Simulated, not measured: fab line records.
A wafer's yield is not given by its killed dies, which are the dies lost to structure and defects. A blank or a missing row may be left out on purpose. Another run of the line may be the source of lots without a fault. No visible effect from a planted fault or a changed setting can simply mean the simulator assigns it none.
Which of the tools did it? || flow sky130 || 11 lots, 33 wafers sampled, at 4 steps of a route of 708

WHAT THE GAUGES READ, wafer by wafer
SKY_SD_P_CD_MEAS_07: target cd 380 nm.
{"lot": "L787", "measured": "day 24 22:46", "on": "cd_sem-01", "cd_nm (nm)": "378.5 379.6 380.9"}
{"lot": "L789", "measured": "day 26 04:35", "on": "cd_sem-01", "cd_nm (nm)": "378.3 376.3 376.3"}
{"lot": "L788", "measured": "day 26 12:54", "on": "cd_sem-01", "cd_nm (nm)": "381.4 382.2 384.2"}
{"lot": "L793", "measured": "day 27 15:05", "on": "cd_sem-02", "cd_nm (nm)": "377.0 377.2 374.4"}
{"lot": "L795", "measured": "day 28 02:56", "on": "cd_sem-01", "cd_nm (nm)": "385.6 384.7 384.2"}
{"lot": "L796", "measured": "day 28 10:47", "on": "cd_sem-01", "cd_nm (nm)": "377.1 378.0 379.4"}
{"lot": "L797", "measured": "day 29 09:05", "on": "cd_sem-02", "cd_nm (nm)": "380.9 381.1 381.3"}
{"lot": "L807", "measured": "day 32 03:50", "on": "cd_sem-02", "cd_nm (nm)": "378.9 376.6 375.9"}
{"lot": "L805", "measured": "day 32 05:38", "on": "cd_sem-02", "cd_nm (nm)": "377.6 376.7 374.6"}
{"lot": "L809", "measured": "day 32 18:23", "on": "cd_sem-01", "cd_nm (nm)": "378.3 376.6 377.6"}
{"lot": "L810", "measured": "day 33 11:55", "on": "cd_sem-01", "cd_nm (nm)": "377.0 375.6 375.8"}

TOOL THAT RAN EACH LOT (tool first, then ch and the chambers of the sampled wafers, then the start)
{"lot": "L787", "SKY_POLY_CUT_COAT_03": "litho_track-03 ch 0, day 23 03:00", "SKY_POLY_CUT_ETCH_10": "rie_diel-02 ch 0,3, day 23 17:54", "SKY_POLY_CUT_STRIP_12": "plasma_asher-03 ch 0,1, day 23 17:59"}
{"lot": "L789", "SKY_POLY_CUT_COAT_03": "litho_track-02 ch 0, day 24 08:00", "SKY_POLY_CUT_ETCH_10": "rie_diel-01 ch 0,3, day 24 23:21", "SKY_POLY_CUT_STRIP_12": "plasma_asher-02 ch 0,1, day 24 23:26"}
{"lot": "L788", "SKY_POLY_CUT_COAT_03": "litho_track-03 ch 0, day 24 16:00", "SKY_POLY_CUT_ETCH_10": "rie_diel-02 ch 1,2, day 25 07:36", "SKY_POLY_CUT_STRIP_12": "plasma_asher-01 ch 0,1, day 25 07:43"}
{"lot": "L793", "SKY_POLY_CUT_COAT_03": "litho_track-03 ch 0, day 25 19:00", "SKY_POLY_CUT_ETCH_10": "rie_diel-01 ch 1,2,3, day 26 11:16", "SKY_POLY_CUT_STRIP_12": "plasma_asher-01 ch 0,1, day 26 11:21"}
{"lot": "L795", "SKY_POLY_CUT_COAT_03": "litho_track-03 ch 0, day 26 08:00", "SKY_POLY_CUT_ETCH_10": "rie_diel-01 ch 2,3, day 26 22:54", "SKY_POLY_CUT_STRIP_12": "plasma_asher-03 ch 0,1, day 26 22:59"}
{"lot": "L796", "SKY_POLY_CUT_COAT_03": "litho_track-03 ch 0, day 26 16:00", "SKY_POLY_CUT_ETCH_10": "rie_diel-02 ch 0,3, day 27 06:23", "SKY_POLY_CUT_STRIP_12": "plasma_asher-02 ch 0,1, day 27 06:31"}
{"lot": "L797", "SKY_POLY_CUT_COAT_03": "litho_track-02 ch 0, day 27 14:00", "SKY_POLY_CUT_ETCH_10": "rie_diel-04 ch 0,2, day 28 04:24", "SKY_POLY_CUT_STRIP_12": "plasma_asher-01 ch 0,1, day 28 04:29"}
{"lot": "L807", "SKY_POLY_CUT_COAT_03": "litho_track-03 ch 0, day 30 11:00", "SKY_POLY_CUT_ETCH_10": "rie_diel-04 ch 2,3, day 31 01:07", "SKY_POLY_CUT_STRIP_12": "plasma_asher-03 ch 0,1, day 31 01:16"}
{"lot": "L805", "SKY_POLY_CUT_COAT_03": "litho_track-03 ch 0, day 30 12:00", "SKY_POLY_CUT_ETCH_10": "rie_diel-02 ch 0,1,2, day 31 02:29", "SKY_POLY_CUT_STRIP_12": "plasma_asher-02 ch 0, day 31 02:34"}
{"lot": "L809", "SKY_POLY_CUT_COAT_03": "litho_track-03 ch 0, day 31 00:00", "SKY_POLY_CUT_ETCH_10": "rie_diel-04 ch 1,3, day 31 15:00", "SKY_POLY_CUT_STRIP_12": "plasma_asher-03 ch 0,1, day 31 15:05"}
{"lot": "L810", "SKY_POLY_CUT_COAT_03": "litho_track-03 ch 0, day 31 19:00", "SKY_POLY_CUT_ETCH_10": "rie_diel-04 ch 1,2, day 32 09:27", "SKY_POLY_CUT_STRIP_12": "plasma_asher-01 ch 0,1, day 32 09:32"}
- SKY_POLY_CUT_COAT_03: resist thk 450 nm.
- SKY_POLY_CUT_ETCH_10: etches BARC in N2/H2, stops on SiO2, time 45.9 s, target depth 60 nm.
- SKY_POLY_CUT_STRIP_12: strips in O2/N2.

THE ANSWER, worked out from the rows above alone
Rule: the usual values come from the lots themselves. The widest of any qualifying gaps counts: lots, ordered by their means at a reading, are off when they make up no more than a third of the lots, leave a main group of 4 or more, and stand apart from it by 3 or more times the standard deviation of that group's means. The tables above print the reading to a certain number of digits; a main group whose means all agree to those digits is not used. Also off: a lot with no number at a reading for which 4 or more lots have one. The other lots that the step has rows for count as sound.
No lot is off at any reading shown: from this, nothing can be told.

WHAT THE SIMULATOR HAD INSERTED
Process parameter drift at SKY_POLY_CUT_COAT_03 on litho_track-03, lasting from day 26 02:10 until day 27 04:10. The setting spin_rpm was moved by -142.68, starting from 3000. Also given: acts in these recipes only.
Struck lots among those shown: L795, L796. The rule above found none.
